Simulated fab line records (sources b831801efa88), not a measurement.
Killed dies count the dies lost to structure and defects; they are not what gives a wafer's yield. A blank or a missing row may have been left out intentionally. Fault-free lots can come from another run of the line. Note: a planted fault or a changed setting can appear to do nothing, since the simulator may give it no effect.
Which tool did it? ; flow sky130 ; 11 lots, 33 wafers sampled, at 1 step of a route of 708

== WHAT THE GAUGES SHOWED, per wafer ==
SKY_CONTACT_THK_MEAS_03. Usual: for CONTACT_HDPCVD_THK the level is 564 nm and the standard deviation is 5.4.
lot;measured;on;CONTACT_HDPCVD_THK (nm);flag
L916;day 31 23:56;filmMetro-03;569 569 569;
L917;day 32 12:12;filmMetro-03;562 566 567;
L918;day 33 00:14;filmMetro-03;566 564 568;
L919;day 33 03:37;filmMetro-04;571 569 565;
L920;day 33 12:22;filmMetro-03;561 568 563;
L921;day 33 17:14;filmMetro-04;563 565 568;
L924;day 34 14:47;filmMetro-04;559 562 555;
L929;day 36 00:46;filmMetro-01;563 558 563;
L931;day 36 12:29;filmMetro-03;559 558 558;
L932;day 36 18:50;filmMetro-03;566 562 566;
L935;day 38 05:21;filmMetro-01;557 557 556;

== WHAT TOOL EACH LOT RAN ON (gives the tool, then ch and the chambers of the sampled wafers, and finally the start) ==
The record holds no process step before these readings.

== WHAT THE TOOLS THEMSELVES READ (means of the sampled wafers that have a number; where no wafer has one, the mark that the record gives instead) ==
The record holds no such reading with a usual standard deviation.

== THE ANSWER, worked out from the rows above alone ==
Rule: a lot counts as off when the mean over its wafers that have a number is more than 3 standard deviations away from the usual mean. Also off: a lot with no number at a reading for which 4 or more lots have one. Any other lot the step has rows for is counted as sound. Order of review: gauges by route order, followed by the tools' own readings, for which a lot's mean as printed above is used. At the first step where some lot is off, the reading lying furthest off is the one used; lots without a number count as furthest.
Across all readings shown, no lot is off: no conclusion can be drawn from this.

== WHAT THE SIMULATOR HAD INSERTED ==
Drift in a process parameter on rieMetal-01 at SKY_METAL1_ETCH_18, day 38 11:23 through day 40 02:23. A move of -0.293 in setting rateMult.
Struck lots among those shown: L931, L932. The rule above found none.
